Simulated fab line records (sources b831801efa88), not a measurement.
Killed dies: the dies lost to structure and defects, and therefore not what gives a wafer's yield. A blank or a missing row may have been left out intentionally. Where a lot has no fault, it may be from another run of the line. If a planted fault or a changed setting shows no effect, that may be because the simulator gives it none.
Split-lot study | flow gf180mcu | 23 wafers read from 5 lots, route of 602 steps

## THE SPLIT ITSELF
At GF_V5_CVD_23 (deposits W, target thk 350 nm, time 104.9 s), the setting pressure_torr was moved away from the recipe's 40 Torr on 15 of the 23 wafers read, by -6.9% to +10.2%. This setting was run at the recipe's value on the other wafers.

The file shows no step between the split and the reading.

## THE READING
At GF_V5_RS_MEAS_24, a four-point-probe measurement gives V5_W_RS in ohm/sq. On this fab line, fault-free wafers typically give 0.3274 ohm/sq with a standard deviation of 0.0028 ohm/sq.

wafer  | tool, chamber at the split | pressure_torr as run, Torr | against the recipe | V5_W_RS, ohm/sq | against lot-mates on the recipe
L074.1 | cvd_w-02, 1                | 40                         | recipe             | 0.3320          | -
L074.2 | cvd_w-02, 1                | 40                         | recipe             | 0.3292          | -
L074.3 | cvd_w-02, 1                | 40                         | recipe             | 0.3339          | -
L074.4 | cvd_w-02, 1                | 40                         | recipe             | 0.3270          | -
L074.5 | cvd_w-02, 1                | 40                         | recipe             | 0.3301          | -
L077.1 | cvd_w-02, 0,1,1,1,0        | 44.09                      | +10.2%             | 0.3125          | no lot-mate on the recipe
L077.2 | cvd_w-02, 0,1,1,1,0        | 44.09                      | +10.2%             | 0.3139          | no lot-mate on the recipe
L077.4 | cvd_w-02, 0,1,1,1,0        | 44.09                      | +10.2%             | 0.3105          | no lot-mate on the recipe
L077.5 | cvd_w-02, 0,1,1,1,0        | 44.09                      | +10.2%             | 0.3118          | no lot-mate on the recipe
L077.6 | cvd_w-02, 0,1,1,1,0        | 44.09                      | +10.2%             | 0.3109          | no lot-mate on the recipe
L081.1 | cvd_w-02, 1,0,0,1,0        | 43.75                      | +9.4%              | 0.3117          | no lot-mate on the recipe
L081.2 | cvd_w-02, 1,0,0,1,0        | 43.75                      | +9.4%              | 0.3147          | no lot-mate on the recipe
L081.3 | cvd_w-02, 1,0,0,1,0        | 43.75                      | +9.4%              | 0.3156          | no lot-mate on the recipe
L081.5 | cvd_w-02, 1,0,0,1,0        | 43.75                      | +9.4%              | 0.3125          | no lot-mate on the recipe
L081.6 | cvd_w-02, 1,0,0,1,0        | 43.75                      | +9.4%              | 0.3121          | no lot-mate on the recipe
L082.2 | cvd_w-02, 0,1,0            | 40                         | recipe             | 0.3274          | -
L082.3 | cvd_w-02, 0,1,0            | 40                         | recipe             | 0.3245          | -
L082.5 | cvd_w-02, 0,1,0            | 40                         | recipe             | 0.3304          | -
L084.1 | cvd_w-02, 0,1,0,1,0        | 37.26                      | -6.9%              | 0.3423          | no lot-mate on the recipe
L084.2 | cvd_w-02, 0,1,0,1,0        | 37.26                      | -6.9%              | 0.3377          | no lot-mate on the recipe
L084.3 | cvd_w-02, 0,1,0,1,0        | 37.26                      | -6.9%              | 0.3344          | no lot-mate on the recipe
L084.4 | cvd_w-02, 0,1,0,1,0        | 37.26                      | -6.9%              | 0.3366          | no lot-mate on the recipe
L084.5 | cvd_w-02, 0,1,0,1,0        | 37.26                      | -6.9%              | 0.3357          | no lot-mate on the recipe
The file does not say which wafer passed through which chamber wherever a row lists several chambers: such a row stands for several wafers.

THE FIT
A straight line over all 23 wafers: V5_W_RS changes by -0.00153 ohm/sq for each +1% of pressure_torr; r = -0.97; the points scatter about the line by 0.0026 ohm/sq.
Too few moved wafers with a lot-mate on the recipe to fit a line net of each lot's own level.

## THE FILE'S OWN FIT
V5_W_RS changes by -0.00153 ohm/sq for each +1% of pressure_torr, r = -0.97.
